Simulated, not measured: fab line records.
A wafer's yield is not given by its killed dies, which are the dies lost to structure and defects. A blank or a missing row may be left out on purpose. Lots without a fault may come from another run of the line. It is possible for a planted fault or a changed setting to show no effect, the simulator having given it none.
Which tool did it? :: flow sky130 :: 36 wafers from 12 lots sampled at 6 of the route's 708 steps

WHAT THE GAUGES READ, wafer by wafer
SKY_PWDE_TW_MEAS_10. Usual: PWDE_TW gives 370.9 (standard deviation 1.8).
lot: L416
measured: day 4 10:32
on: film metro-03
PWDE_TW: 368.2 371.0 369.3
flag: 

lot: L418
measured: day 4 22:25
on: film metro-01
PWDE_TW: 370.8 371.3 372.0
flag: 

lot: L419
measured: day 5 03:39
on: film metro-04
PWDE_TW: 372.7 372.2 374.0
flag: 

lot: L420
measured: day 5 06:25
on: film metro-01
PWDE_TW: 371.3 372.6 371.4
flag: 

lot: L421
measured: day 5 13:12
on: film metro-01
PWDE_TW: 371.3 373.1 372.1
flag: 

lot: L422
measured: day 5 18:27
on: film metro-04
PWDE_TW: 372.5 372.1 371.0
flag: 

lot: L423
measured: day 6 01:05
on: film metro-03
PWDE_TW: 370.4 368.3 368.5
flag: 

lot: L425
measured: day 6 07:37
on: film metro-03
PWDE_TW: 371.3 369.5 368.8
flag: 

lot: L426
measured: day 6 19:53
on: film metro-01
PWDE_TW: 369.3 369.1 371.1
flag: 

lot: L428
measured: day 7 05:25
on: film metro-04
PWDE_TW: 461.3 462.9 461.3
flag: OFF

lot: L429
measured: day 7 11:07
on: film metro-03
PWDE_TW: 458.7 460.6 457.4
flag: OFF

lot: L430
measured: day 7 17:47
on: film metro-03
PWDE_TW: 459.1 460.0 457.0
flag: OFF

SKY_NWELL_RS_MEAS_31: measures by four-point-probe. Usual: PWDE_RS gives 5276 ohm/sq (standard deviation 20).
lot: L416
measured: day 5 23:16
on: film metro-04
PWDE_RS (ohm/sq): 5288 5270 5278
flag: 

lot: L418
measured: day 6 11:37
on: film metro-01
PWDE_RS (ohm/sq): 5275 5277 5286
flag: 

lot: L419
measured: day 6 18:40
on: film metro-03
PWDE_RS (ohm/sq): 5295 5278 5261
flag: 

lot: L420
measured: day 6 20:40
on: film metro-01
PWDE_RS (ohm/sq): 5289 5287 5290
flag: 

lot: L421
measured: day 7 03:18
on: film metro-03
PWDE_RS (ohm/sq): 5273 5273 5274
flag: 

lot: L422
measured: day 7 10:16
on: film metro-01
PWDE_RS (ohm/sq): 5264 5253 5274
flag: 

lot: L423
measured: day 7 15:47
on: film metro-01
PWDE_RS (ohm/sq): 5269 5277 5253
flag: 

lot: L425
measured: day 7 22:55
on: film metro-01
PWDE_RS (ohm/sq): 5257 5269 5271
flag: 

lot: L426
measured: day 8 13:07
on: film metro-01
PWDE_RS (ohm/sq): 5283 5254 5286
flag: 

lot: L428
measured: day 8 23:27
on: film metro-01
PWDE_RS (ohm/sq): 3119 3111 3118
flag: OFF

lot: L429
measured: day 9 04:23
on: film metro-04
PWDE_RS (ohm/sq): 3116 3114 3109
flag: OFF

lot: L430
measured: day 9 13:07
on: film metro-01
PWDE_RS (ohm/sq): 3127 3124 3138
flag: OFF

SKY_SONOS_ONO_THK_MEAS_05. Usual: SONOS_ONO_CVD_04_THK gives 5.74 nm (standard deviation 0.12).
lot: L416
measured: day 12 11:35
on: film metro-03
SONOS_ONO_CVD_04_THK (nm): 5.81 5.73 5.83
flag: 

lot: L418
measured: day 13 04:40
on: film metro-03
SONOS_ONO_CVD_04_THK (nm): 5.77 5.80 5.78
flag: 

lot: L419
measured: day 13 16:17
on: film metro-01
SONOS_ONO_CVD_04_THK (nm): 5.80 5.82 5.80
flag: 

lot: L420
measured: day 13 16:18
on: film metro-03
SONOS_ONO_CVD_04_THK (nm): 5.60 5.68 5.63
flag: 

lot: L421
measured: day 14 04:25
on: film metro-03
SONOS_ONO_CVD_04_THK (nm): 5.69 5.59 5.84
flag: 

lot: L422
measured: day 14 13:23
on: film metro-01
SONOS_ONO_CVD_04_THK (nm): 5.56 5.55 5.69
flag: 

lot: L423
measured: day 15 01:26
on: film metro-03
SONOS_ONO_CVD_04_THK (nm): 5.62 5.73 5.66
flag: 

lot: L425
measured: day 15 02:43
on: film metro-01
SONOS_ONO_CVD_04_THK (nm): 5.67 5.80 5.70
flag: 

lot: L426
measured: day 15 19:53
on: film metro-02
SONOS_ONO_CVD_04_THK (nm): 5.52 5.52 5.52
flag: 

lot: L428
measured: day 16 10:29
on: film metro-02
SONOS_ONO_CVD_04_THK (nm): 5.67 5.83 5.74
flag: 

lot: L429
measured: day 16 17:02
on: film metro-01
SONOS_ONO_CVD_04_THK (nm): 5.85 5.85 5.87
flag: 

lot: L430
measured: day 17 02:56
on: film metro-01
SONOS_ONO_CVD_04_THK (nm): 5.66 5.87 5.66
flag: 

SKY_LI_CONTACT_OVL_MEAS_13. Usual: LI_CONTACT_OVL gives 3 nm (standard deviation 5.5).
lot: L416
measured: day 29 22:14
on: overlay-01
LI_CONTACT_OVL (nm): 12 7 6
flag: 

lot: L418
measured: day 30 16:45
on: overlay-02
LI_CONTACT_OVL (nm): 8 -5 1
flag: 

lot: L419
measured: day 31 12:45
on: overlay-02
LI_CONTACT_OVL (nm): 2 0 4
flag: 

lot: L420
measured: day 31 07:59
on: overlay-02
LI_CONTACT_OVL (nm): -6 -6 0
flag: 

lot: L421
measured: day 31 23:18
on: overlay-02
LI_CONTACT_OVL (nm): 5 7 5
flag: 

lot: L422
measured: day 32 09:19
on: overlay-01
LI_CONTACT_OVL (nm): 1 7 7
flag: 

lot: L423
measured: day 32 18:45
on: overlay-01
LI_CONTACT_OVL (nm): 5 -1 -9
flag: 

lot: L425
measured: day 32 21:38
on: overlay-01
LI_CONTACT_OVL (nm): -1 -1 -10
flag: 

lot: L426
measured: day 33 14:13
on: overlay-01
LI_CONTACT_OVL (nm): 13 8 3
flag: 

lot: L428
measured: day 34 00:13
on: overlay-02
LI_CONTACT_OVL (nm): 4 0 -5
flag: 

lot: L429
measured: day 34 09:28
on: overlay-02
LI_CONTACT_OVL (nm): 0 0 -5
flag: 

lot: L430
measured: day 34 20:55
on: overlay-01
LI_CONTACT_OVL (nm): 5 0 4
flag: 

WHAT TOOL EACH LOT RAN ON (gives the tool, then ch and the chambers of the sampled wafers, and finally the start)
lot: L416
SKY_PWDE_IMPLANT_08: implanter-02 ch 0, day 4 10:19
SKY_NWELL_STRIP_14: plasma asher-02 ch 0,1, day 5 04:45

lot: L418
SKY_PWDE_IMPLANT_08: implanter-03 ch 0, day 4 22:09
SKY_NWELL_STRIP_14: plasma asher-03 ch 0,1, day 5 16:48

lot: L419
SKY_PWDE_IMPLANT_08: implanter-03 ch 0, day 5 03:24
SKY_NWELL_STRIP_14: plasma asher-01 ch 0,1, day 5 22:52

lot: L420
SKY_PWDE_IMPLANT_08: implanter-02 ch 0, day 5 06:10
SKY_NWELL_STRIP_14: plasma asher-03 ch 0,1, day 6 01:31

lot: L421
SKY_PWDE_IMPLANT_08: implanter-03 ch 0, day 5 12:57
SKY_NWELL_STRIP_14: plasma asher-02 ch 0,1, day 6 08:09

lot: L422
SKY_PWDE_IMPLANT_08: implanter-04 ch 0, day 5 18:13
SKY_NWELL_STRIP_14: plasma asher-02 ch 0,1, day 6 13:40

lot: L423
SKY_PWDE_IMPLANT_08: implanter-02 ch 0, day 6 00:50
SKY_NWELL_STRIP_14: plasma asher-03 ch 0, day 6 19:43

lot: L425
SKY_PWDE_IMPLANT_08: implanter-02 ch 0, day 6 07:23
SKY_NWELL_STRIP_14: plasma asher-02 ch 0,1, day 7 02:23

lot: L426
SKY_PWDE_IMPLANT_08: implanter-04 ch 0, day 6 19:38
SKY_NWELL_STRIP_14: plasma asher-02 ch 0, day 7 15:53

lot: L428
SKY_PWDE_IMPLANT_08: implanter-03 ch 0, day 7 04:50
SKY_NWELL_STRIP_14: plasma asher-03 ch 0,1, day 8 01:50

lot: L429
SKY_PWDE_IMPLANT_08: implanter-04 ch 0, day 7 10:20
SKY_NWELL_STRIP_14: plasma asher-02 ch 0,1, day 8 06:53

lot: L430
SKY_PWDE_IMPLANT_08: implanter-02 ch 0, day 7 17:13
SKY_NWELL_STRIP_14: plasma asher-01 ch 0, day 8 14:33
- SKY_PWDE_IMPLANT_08
- SKY_NWELL_STRIP_14: strips in O2/N2.

WHAT THE TOOLS THEMSELVES READ (means of the sampled wafers that have a number; where no wafer has one, the mark that the record gives instead)
SKY_NWELL_STRIP_14. Usual: drypump motor current A 5.5 A, standard deviation 0.44; oes product au 0.723 a.u., standard deviation 0.0045; strip time to endpoint s 36.93 s, standard deviation 0.084.
lot: L416
tool: plasma asher-02
drypump motor current A (A): 5.2
oes product au (a.u.): 0.720
strip time to endpoint s (s): 36.98
flag: 

lot: L418
tool: plasma asher-03
drypump motor current A (A): 5.5
oes product au (a.u.): 0.724
strip time to endpoint s (s): 36.94
flag: 

lot: L419
tool: plasma asher-01
drypump motor current A (A): 6.4
oes product au (a.u.): 0.725
strip time to endpoint s (s): 37.00
flag: 

lot: L420
tool: plasma asher-03
drypump motor current A (A): 5.5
oes product au (a.u.): 0.719
strip time to endpoint s (s): 36.91
flag: 

lot: L421
tool: plasma asher-02
drypump motor current A (A): 5.2
oes product au (a.u.): 0.721
strip time to endpoint s (s): 36.92
flag: 

lot: L422
tool: plasma asher-02
drypump motor current A (A): 5.2
oes product au (a.u.): 0.721
strip time to endpoint s (s): 36.85
flag: 

lot: L423
tool: plasma asher-03
drypump motor current A (A): 5.6
oes product au (a.u.): 0.724
strip time to endpoint s (s): 36.86
flag: 

lot: L425
tool: plasma asher-02
drypump motor current A (A): 5.2
oes product au (a.u.): 0.723
strip time to endpoint s (s): 36.90
flag: 

lot: L426
tool: plasma asher-02
drypump motor current A (A): 5.3
oes product au (a.u.): 0.726
strip time to endpoint s (s): 36.88
flag: 

lot: L428
tool: plasma asher-03
drypump motor current A (A): 5.5
oes product au (a.u.): 0.725
strip time to endpoint s (s): 36.93
flag: 

lot: L429
tool: plasma asher-02
drypump motor current A (A): 5.2
oes product au (a.u.): 0.721
strip time to endpoint s (s): 36.87
flag: 

lot: L430
tool: plasma asher-01
drypump motor current A (A): 6.8
oes product au (a.u.): 0.721
strip time to endpoint s (s): 36.92
flag: 

THE ANSWER, worked out from the rows above alone
Rule: a lot is off if the mean of its wafers that have a number lies more than 3 standard deviations from the usual mean. A lot without any number at a reading at which 4 lots or more have one is off too. Any other lot the step has rows for is counted as sound. After the gauges, taken in route order, come the tools' own readings; for these a lot's mean is taken, as printed above. The first step at which some lot is off is used, and at that step the reading that is off furthest; a lot without a number counts as furthest.
Off: at SKY_PWDE_TW_MEAS_10 (PWDE_TW), L428, L429, L430.
If a tool, at a process step before that reading, ran all the lots that are off and no sound lot after the first of them, it fits. Gauges at SKY_PWDE_TW_MEAS_10: tried the same way as those tools. None of those tried fits.

WHAT THE SIMULATOR HAD PUT IN
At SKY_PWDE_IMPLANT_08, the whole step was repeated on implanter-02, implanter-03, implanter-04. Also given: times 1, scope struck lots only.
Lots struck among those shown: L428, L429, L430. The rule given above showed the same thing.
